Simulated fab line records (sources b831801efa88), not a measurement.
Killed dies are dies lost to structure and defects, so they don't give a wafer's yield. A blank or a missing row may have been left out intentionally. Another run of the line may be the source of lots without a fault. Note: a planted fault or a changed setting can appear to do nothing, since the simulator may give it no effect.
fab line records	flow sky130
[record] lots = 12	wafers = 36	lastDay = 50
route steps=708 shown METAL2@486 PAD_OPEN@708
lots with no fault: from the same line, run without faults
startH: hours from the record's opening day to when the first of the lot's shown wafers began	waitH: time in hours since the lot's previous step	" repeats the value in the row above	L1.1+2: several wafers, shown together as one row	- no value present, or no start provided	* or withheld: withheld	< > ~ a bound
route shown NAME@n: a module of which the file shows steps, and the number in the route of the first	usual: mean and standard deviation over wafers with no fault	same: alike in all rows	chamber/n: place in a boat	sites: the reading at each site	_std_site: the standard deviation of these	_edge_site: the outer-site mean with the inner-site mean subtracted	radiusMm: how far each site lies from the wafer's centre	mask NAME#n: copy n	behind: the last tool/chamber to shape the wafer	hold: why the lot went on hold/how many hours it stayed there/how the hold came to an end	device: the n, p or np transistor that did not switch	end of line: the same wafers' tests at the end of the route	where a step has no rows: the recipe by itself	killed: the dies lost at the first sort to structure and to defects; this is not the yield of the wafer	map: per-die view of a wafer (x killed, . not killed, _ where there is no die)
set.NAME: setting as actually run; set.NAME@STEP: the setting as run at that earlier step	model.NAME: the simulator's own value behind a step, which no gauge read
a sample of lots followed through the steps of the route, with each step as a table and each wafer as a row
services: from which hour (startH, from the record's first day; less than 0 if before it) a tool's chamber was out of use, for how many hours, and why
[[steps]]
[step SKY_METAL2_SPUTTER_03]
[recipe] material = Ti	targetThkNm = 5	powerW = 3000	timeS = 3.3	chamberPressurePa = 0.4
[usual] throttleValvePct = 30.1/0.51
lot.wafer	tool	chamber	startH	waitH	throttleValvePct
L433.2	pvdSputter-04	-	793.48	0.0	29.9
L433.4	"	-	"	"	29.6
L433.5	"	-	"	"	30.0
L434.2	pvdSputter-04	-	809.95	0.0	30.2
L434.4	"	-	"	"	30.5
L434.6	"	-	"	"	30.9
L436.2	pvdSputter-04	-	829.52	0.0	29.9
L436.5	"	-	"	"	30.2
L436.6	"	-	"	"	29.2
L438.1	pvdSputter-02	-	841.47	0.0	30.1
L438.2	"	-	"	"	31.1
L438.5	"	-	"	"	31.3
L439.1	pvdSputter-03	-	848.07	0.0	29.9
L439.4	"	-	"	"	30.0
L439.5	"	-	"	"	30.0
L441.3	pvdSputter-03	-	859.95	0.0	30.1
L441.4	"	-	"	"	28.8
L441.5	"	-	"	"	30.4
L443.3	pvdSputter-04	-	881.27	0.0	30.8
L443.4	"	-	"	"	30.1
L443.5	"	-	"	"	29.9
L447.3	pvdSputter-04	-	908.08	0.0	30.7
L447.4	"	-	"	"	29.6
L447.5	"	-	"	"	29.3
L449.1	pvdSputter-02	-	920.15	0.0	30.4
L449.2	"	-	"	"	30.2
L449.6	"	-	"	"	30.4
L451.1	pvdSputter-03	-	937.24	0.0	30.0
L451.4	"	-	"	"	29.9
L451.5	"	-	"	"	29.0
L453.2	pvdSputter-02	-	941.90	0.0	30.2
L453.3	"	-	"	"	30.9
L453.5	"	-	"	"	30.3
L455.1	pvdSputter-04	-	964.80	0.0	29.6
L455.4	"	-	"	"	30.3
L455.6	"	-	"	"	30.0
[step SKY_METAL2_THK_MEAS_06]
[recipe] thkMeasGauge = xrf	reads = AlCu_of_METAL2_SPUTTER_02
[usual] METAL2_ALCU_THK = 248.8/2.7
lot.wafer	tool	chamber	startH	waitH	METAL2_ALCU_THK[nm]
L433.2	filmMetro-01	-	793.67	0.1	249.6
L433.4	"	-	"	"	251.5
L433.5	"	-	"	"	251.3
L434.2	filmMetro-04	-	810.14	0.1	246.6
L434.4	"	-	"	"	247.8
L434.6	"	-	"	"	246.1
L436.2	filmMetro-04	-	829.72	0.1	246.5
L436.5	"	-	"	"	243.8
L436.6	"	-	"	"	241.6
L438.1	filmMetro-03	-	841.66	0.1	252.3
L438.2	"	-	"	"	251.5
L438.5	"	-	"	"	252.0
L439.1	filmMetro-01	-	848.25	0.1	245.2
L439.4	"	-	"	"	246.1
L439.5	"	-	"	"	247.3
L441.3	filmMetro-04	-	860.16	0.1	250.9
L441.4	"	-	"	"	251.3
L441.5	"	-	"	"	250.7
L443.3	filmMetro-03	-	881.48	0.1	246.5
L443.4	"	-	"	"	245.1
L443.5	"	-	"	"	246.7
L447.3	filmMetro-04	-	908.29	0.1	246.0
L447.4	"	-	"	"	247.6
L447.5	"	-	"	"	247.5
L449.1	filmMetro-04	-	920.34	0.1	250.9
L449.2	"	-	"	"	251.0
L449.6	"	-	"	"	252.2
L451.1	filmMetro-04	-	937.43	0.1	246.9
L451.4	"	-	"	"	245.9
L451.5	"	-	"	"	246.2
L453.2	filmMetro-03	-	942.10	0.1	250.4
L453.3	"	-	"	"	248.1
L453.5	"	-	"	"	246.6
L455.1	filmMetro-03	-	964.99	0.1	246.5
L455.4	"	-	"	"	242.8
L455.6	"	-	"	"	244.5
[step SKY_METAL2_SOFTBAKE_11]
[recipe] tempC = 100	timeS = 90	resist = KrF-thick
[usual] heaterPowerTotalW = 57.36/0.12	runLengthS = 119.11/0.2
lot.wafer	tool	chamber	startH	waitH	heaterPowerTotalW	runLengthS
L433.2	lithoTrack-04	0	807	-	57.49	118.93
L433.4	"	0	"	"	57.52	119.03
L433.5	"	0	"	"	57.13	119.07
L434.2	lithoTrack-04	0	823	-	57.50	118.98
L434.4	"	0	"	"	57.30	119.08
L434.6	"	0	"	"	57.24	119.17
L436.2	lithoTrack-03	0	842	-	57.20	118.93
L436.5	"	0	843	-	57.26	118.80
L436.6	"	0	"	"	57.49	118.93
L438.1	lithoTrack-01	0	854	-	57.34	119.45
L438.2	"	0	"	"	57.51	119.42
L438.5	"	0	"	"	57.35	119.48
L439.1	lithoTrack-03	0	861	-	57.31	119.17
L439.4	"	0	"	"	57.38	118.80
L439.5	"	0	"	"	57.40	118.97
L441.3	lithoTrack-01	0	872	-	57.29	119.26
L441.4	"	0	873	-	57.35	119.27
L441.5	"	0	"	"	57.48	119.32
L443.3	lithoTrack-04	0	894	-	57.39	118.98
L443.4	"	0	"	"	57.47	118.89
L443.5	"	0	"	"	57.60	118.96
L447.3	lithoTrack-03	0	920	-	57.30	118.97
L447.4	"	0	"	"	57.46	118.81
L447.5	"	0	"	"	57.33	118.81
L449.1	lithoTrack-01	0	932	-	59.25	110.80
L449.2	"	0	"	"	59.44	110.66
L449.6	"	0	"	"	59.32	110.60
L451.1	lithoTrack-01	0	949	-	59.35	111.00
L451.4	"	0	"	"	59.48	110.76
L451.5	"	0	"	"	59.21	110.62
L453.2	lithoTrack-04	0	953	-	57.42	118.96
L453.3	"	0	"	"	57.27	119.08
L453.5	"	0	"	"	57.35	118.95
L455.1	lithoTrack-04	0	977	-	57.31	118.91
L455.4	"	0	"	"	57.60	119.10
L455.6	"	0	"	"	57.44	119.12
[step SKY_METAL2_DESCUM_17]
[recipe] chemistry = O2	sourcePowerW = 150	biasPowerW = 0	pressureMtorr = 10	tempC = 40	timeS = 8
[usual] drypumpMotorCurrentA = 5.68/0.22	oesProductAu = 1.001/0.0078
[same] biasPowerW = 0
lot.wafer	tool	chamber	startH	waitH	drypumpMotorCurrentA	oesProductAu	rfHoursCounterH
L433.2	rieMetal-04	0	820.36	0.0	5.43	1.008	1
L433.4	"	0	"	"	5.41	1.008	-
L433.5	"	1	"	"	5.93	1.006	-
L434.2	rieMetal-03	0	837.06	0.0	5.89	1.006	10
L434.4	"	1	"	"	5.66	1.005	-
L434.6	"	1	"	"	5.64	1.008	-
L436.2	rieMetal-03	0	855.71	0.0	5.88	1.001	11
L436.5	"	1	"	"	5.66	0.988	-
L436.6	"	0	"	"	5.91	1.000	-
L438.1	rieMetal-04	0	867.51	0.0	5.38	0.991	3
L438.2	"	1	"	"	5.88	1.006	5
L438.5	"	1	"	"	5.92	1.012	-
L439.1	rieMetal-03	0	874.06	0.0	5.94	1.005	12
L439.4	"	0	"	"	5.95	0.997	-
L439.5	"	1	"	"	5.67	1.003	-
L441.3	rieMetal-04	1	885.57	0.0	5.94	0.999	-
L441.4	"	0	"	"	5.43	1.001	-
L441.5	"	1	"	"	5.92	1.011	-
L443.3	rieMetal-03	1	907.02	0.0	5.68	0.995	-
L443.4	"	0	"	"	5.91	1.009	-
L443.5	"	1	"	"	5.69	1.002	-
L447.3	rieMetal-02	0	932.82	0.0	5.45	1.003	-
L447.4	"	1	"	"	5.48	1.016	-
L447.5	"	1	"	"	5.46	1.007	-
L449.1	rieMetal-03	0	945.51	0.0	5.93	1.004	15
L449.2	"	1	"	"	5.67	1.014	11
L449.6	"	1	"	"	5.66	1.004	-
L451.1	rieMetal-04	1	961.61	0.0	5.94	1.009	10
L451.4	"	1	"	"	5.91	1.001	-
L451.5	"	1	"	"	5.93	1.009	-
L453.2	rieMetal-02	0	966.17	0.0	5.44	1.004	6
L453.3	"	0	"	"	5.45	1.002	-
L453.5	"	1	"	"	5.46	1.004	-
L455.1	rieMetal-04	1	989.56	0.0	5.90	1.005	11
L455.4	"	0	"	"	5.40	0.986	-
L455.6	"	0	"	"	5.37	0.993	-
[step SKY_PAD_OPEN_PROBE_99]
[usual] defectLimitedYield = 82.8/2	killed_at_M0_to_M3 = 43/7.2	killed_at_M4_up = 3.0/2	killedAtContacts = 24/5.5	killedAtFrontEnd = 15/4.2	killedAtOther = 0.3/0.51	killedDies = 85/10	killedOpen = 46/7.3	killedShort = 38/6.4	sort_bin_3_pad_short = 0.9/0.42	sort_bin_5_function = 10.3/1.5	sort_bin_6_memory = 6.0/1.2	sortNPass = 407/10	sortYieldPct = 82.8/2
[same] grossDies = 492	killedAtBackSide = 0	sort_bin_4_leakage[%] = 0	sort_bin_8_speed[%] = 0
lot.wafer	tool	chamber	startH	waitH	defectLimitedYield[%]	killed_at_M0_to_M3	killed_at_M4_up	killedAtContacts	killedAtFrontEnd	killedAtOther	killedDies	killedOpen	killedShort	sort_bin_3_pad_short[%]	sort_bin_5_function[%]	sort_bin_6_memory[%]	sortNPass	sortYieldPct[%]
L449.2	prober-01	-	1174.13	0.1	84.1	36	3	18	21	0	78	44	34	0.4	9.6	5.9	414	84.1
// killed by level:class
L449.2 VIA2:geometricParticle:open=9 LI_CONTACT:geometricParticle:open=8 METAL2:geometricParticle:short=8 VIA1:geometricParticle:open=7 FIELD_ISO:geometricParticle:open=6 POLY_GATE:geometricParticle:short=5 CONTACT:geometricParticle:open=5 POLY_GATE:geometricParticle:open=4
[[services]]
tool	chamber	startH	hours	kind
rieMetal-03	0	784.67	26.2	repair
pvdSputter-04	-	812.25	5.8	repair
pvdSputter-03	-	814.58	1.2	repair
rieMetal-02	0	817.49	16.7	repair
rieMetal-02	1	820.36	7.9	repair
pvdSputter-04	-	859.06	4.7	repair
rieMetal-04	-	910.39	1.4	pm
[[key]]
[firstSign] step = SKY_METAL2_SOFTBAKE_11	reading = runLengthS	direction = down	sigmas = 42	usual = *	struck = *
[effect] step = SKY_METAL2_SOFTBAKE_11	reading = heaterPowerTotalW	direction = up	sigmas = 17	usual = *	struck = *
metAt SKY_METAL2_SOFTBAKE_11
struckLots L449,L451
notActingAt SKY_METAL2_SPUTTER_03,SKY_METAL2_THK_MEAS_06,SKY_METAL2_DESCUM_17
onsetBetween 872 932
[fault] kind = processParameterDrift	tool = lithoTrack-01	chamber = -	onsetH = 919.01	steps = SKY_METAL2_SOFTBAKE_11	channel = timeS	offset = *	shape = step	endH = 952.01	actsIn = *	stated = *
